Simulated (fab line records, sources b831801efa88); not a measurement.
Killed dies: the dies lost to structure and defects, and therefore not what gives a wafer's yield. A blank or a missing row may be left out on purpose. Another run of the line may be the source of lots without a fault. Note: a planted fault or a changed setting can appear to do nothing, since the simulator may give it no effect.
Lot-split experiment :: flow sky130 :: route with 708 steps; 5 lots, 23 wafers read

## ON THE SPLIT
At SKY_VIA2_ETCH_14 (etches BARC in N2/H2, stops on SiO2, time 45.9 s, target depth 60 nm), the setting sourceW was moved away from the recipe's 500 W on 10 of the 23 wafers read, by -8.4% to +11.6%. All remaining wafers had this setting at the recipe value.

The split's own step is where the reading is taken.

## THE READING
KrF-thick_of_VIA2_COAT_07.thkNm (the simulator's own value, which no gauge read), in nm, at SKY_VIA2_ETCH_14 (etches BARC in N2/H2, stops on SiO2, time 45.9 s, target depth 60 nm). There is no usual value for it anywhere in the file. Across the 13 wafers here that went through the recipe, the average is 390.4 nm and the standard deviation 1.3 nm.

wafer: L074.1
tool, chamber at the split: rieDiel-01, 2
sourceW as run, W: 500
against the recipe: recipe
KrF-thick_of_VIA2_COAT_07.thkNm, nm: 387.8
against lot-mates on the recipe: -

wafer: L074.4
tool, chamber at the split: rieDiel-01, 1
sourceW as run, W: 500
against the recipe: recipe
KrF-thick_of_VIA2_COAT_07.thkNm, nm: 388
against lot-mates on the recipe: -

wafer: L074.6
tool, chamber at the split: rieDiel-01, 0
sourceW as run, W: 500
against the recipe: recipe
KrF-thick_of_VIA2_COAT_07.thkNm, nm: 390.3
against lot-mates on the recipe: -

wafer: L077.1
tool, chamber at the split: rieDiel-01, 0
sourceW as run, W: 500
against the recipe: recipe
KrF-thick_of_VIA2_COAT_07.thkNm, nm: 391.1
against lot-mates on the recipe: -

wafer: L077.2
tool, chamber at the split: rieDiel-01, 2
sourceW as run, W: 500
against the recipe: recipe
KrF-thick_of_VIA2_COAT_07.thkNm, nm: 390.9
against lot-mates on the recipe: -

wafer: L077.3
tool, chamber at the split: rieDiel-01, 3
sourceW as run, W: 500
against the recipe: recipe
KrF-thick_of_VIA2_COAT_07.thkNm, nm: 391.2
against lot-mates on the recipe: -

wafer: L077.4
tool, chamber at the split: rieDiel-01, 1
sourceW as run, W: 458.8
against the recipe: -8.2%
KrF-thick_of_VIA2_COAT_07.thkNm, nm: 393.8
against lot-mates on the recipe: +2.7

wafer: L077.5
tool, chamber at the split: rieDiel-01, 2
sourceW as run, W: 458.8
against the recipe: -8.2%
KrF-thick_of_VIA2_COAT_07.thkNm, nm: 394.8
against lot-mates on the recipe: +3.7

wafer: L081.1
tool, chamber at the split: rieDiel-04, 0
sourceW as run, W: 558.2
against the recipe: +11.6%
KrF-thick_of_VIA2_COAT_07.thkNm, nm: 386.3
against lot-mates on the recipe: -5.1

wafer: L081.2
tool, chamber at the split: rieDiel-04, 3
sourceW as run, W: 500
against the recipe: recipe
KrF-thick_of_VIA2_COAT_07.thkNm, nm: 391.2
against lot-mates on the recipe: -

wafer: L081.4
tool, chamber at the split: rieDiel-04, 2
sourceW as run, W: 500
against the recipe: recipe
KrF-thick_of_VIA2_COAT_07.thkNm, nm: 391.5
against lot-mates on the recipe: -

wafer: L081.5
tool, chamber at the split: rieDiel-04, 2,3
sourceW as run, W: 558.2
against the recipe: +11.6%
KrF-thick_of_VIA2_COAT_07.thkNm, nm: 387.1
against lot-mates on the recipe: -4.2

wafer: L081.6
tool, chamber at the split: rieDiel-04, 2,3
sourceW as run, W: 558.2
against the recipe: +11.6%
KrF-thick_of_VIA2_COAT_07.thkNm, nm: 387.1
against lot-mates on the recipe: -4.2

wafer: L082.1
tool, chamber at the split: rieDiel-03, 1
sourceW as run, W: 520.2
against the recipe: +4.0%
KrF-thick_of_VIA2_COAT_07.thkNm, nm: 388.4
against lot-mates on the recipe: -1.1

wafer: L082.2
tool, chamber at the split: rieDiel-03, 0
sourceW as run, W: 500
against the recipe: recipe
KrF-thick_of_VIA2_COAT_07.thkNm, nm: 390
against lot-mates on the recipe: -

wafer: L082.3
tool, chamber at the split: rieDiel-03, 3
sourceW as run, W: 520.2
against the recipe: +4.0%
KrF-thick_of_VIA2_COAT_07.thkNm, nm: 387.9
against lot-mates on the recipe: -1.6

wafer: L082.4
tool, chamber at the split: rieDiel-03, 2
sourceW as run, W: 520.2
against the recipe: +4.0%
KrF-thick_of_VIA2_COAT_07.thkNm, nm: 387.4
against lot-mates on the recipe: -2.1

wafer: L082.6
tool, chamber at the split: rieDiel-03, 1
sourceW as run, W: 500
against the recipe: recipe
KrF-thick_of_VIA2_COAT_07.thkNm, nm: 389
against lot-mates on the recipe: -

wafer: L084.1
tool, chamber at the split: rieDiel-01, 3
sourceW as run, W: 500
against the recipe: recipe
KrF-thick_of_VIA2_COAT_07.thkNm, nm: 390.3
against lot-mates on the recipe: -

wafer: L084.3
tool, chamber at the split: rieDiel-01, 2
sourceW as run, W: 500
against the recipe: recipe
KrF-thick_of_VIA2_COAT_07.thkNm, nm: 391.5
against lot-mates on the recipe: -

wafer: L084.4
tool, chamber at the split: rieDiel-01, 1
sourceW as run, W: 458
against the recipe: -8.4%
KrF-thick_of_VIA2_COAT_07.thkNm, nm: 395.2
against lot-mates on the recipe: +4.0

wafer: L084.5
tool, chamber at the split: rieDiel-01, 0
sourceW as run, W: 500
against the recipe: recipe
KrF-thick_of_VIA2_COAT_07.thkNm, nm: 391.8
against lot-mates on the recipe: -

wafer: L084.6
tool, chamber at the split: rieDiel-01, 1
sourceW as run, W: 458
against the recipe: -8.4%
KrF-thick_of_VIA2_COAT_07.thkNm, nm: 396.2
against lot-mates on the recipe: +5.0
Rows listing several chambers each stand for several wafers; the file does not say which wafer went through which chamber.

FIT RESULTS
A straight line over all 23 wafers: KrF-thick_of_VIA2_COAT_07.thkNm changes by -0.425 nm for each +1% of sourceW; r = -0.89; the points scatter about the line by 1.3 nm.
The same after taking each lot's own level away (the mean of its wafers on the recipe; 23 wafers): -0.42 nm for each +1%; r = -0.96; scatter 0.68 nm.
The reading moves by 4.9 nm for the largest change in sourceW, on that fit.
The lots' own levels span 388.70 to 391.35 nm, that is 2.1 times the standard deviation above.
Hence the lot-to-lot level has little effect on the slope; both slopes agree.
Check: for one of the wafers moved furthest among these (+11.6%), held out of the fit, the line's prediction against its lot-mates is -4.69 nm. Against them it came out at -5.05 nm.

## THESE WAFERS: OTHER SPLITS
Other splits were also applied to these wafers ahead of the reading. Each is held against what the fit with the lots' levels taken away leaves over:
other split on the same wafers: SKY_LI_CONTACT_HDPCVD_00 timeS
wafers away from the commonest value: 9
r with KrF-thick_of_VIA2_COAT_07.thkNm (lot level and that fit taken away): +0.14

other split on the same wafers: SKY_LI_CONTACT_CMP_02 leaveAboveRefNm
wafers away from the commonest value: 8
r with KrF-thick_of_VIA2_COAT_07.thkNm (lot level and that fit taken away): +0.00

other split on the same wafers: SKY_LI_CONTACT_ETCH_14 sourceW
wafers away from the commonest value: 8
r with KrF-thick_of_VIA2_COAT_07.thkNm (lot level and that fit taken away): +0.25

other split on the same wafers: SKY_LI_CONTACT_SPUTTER_20 powerW
wafers away from the commonest value: 10
r with KrF-thick_of_VIA2_COAT_07.thkNm (lot level and that fit taken away): -0.46

other split on the same wafers: SKY_CONTACT_HDPCVD_02 timeS
wafers away from the commonest value: 5
r with KrF-thick_of_VIA2_COAT_07.thkNm (lot level and that fit taken away): -0.04

other split on the same wafers: SKY_CONTACT_DEVELOP_13 devTempC
wafers away from the commonest value: 11
r with KrF-thick_of_VIA2_COAT_07.thkNm (lot level and that fit taken away): +0.03

other split on the same wafers: SKY_METAL1_SPUTTER_04 timeS
wafers away from the commonest value: 8
r with KrF-thick_of_VIA2_COAT_07.thkNm (lot level and that fit taken away): +0.02

other split on the same wafers: SKY_METAL1_METAL_ETCH_19 biasW
wafers away from the commonest value: 9
r with KrF-thick_of_VIA2_COAT_07.thkNm (lot level and that fit taken away): -0.38

other split on the same wafers: SKY_VIA1_SPUTTER_20 chamberPressurePa
wafers away from the commonest value: 18
r with KrF-thick_of_VIA2_COAT_07.thkNm (lot level and that fit taken away): -0.06

other split on the same wafers: SKY_METAL2_SPUTTER_04 powerW
wafers away from the commonest value: 8
r with KrF-thick_of_VIA2_COAT_07.thkNm (lot level and that fit taken away): -0.08

## THE FILE'S OWN FIT
KrF-thick_of_VIA2_COAT_07.thkNm changes by -0.427 nm for each +1% of sourceW, r = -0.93.
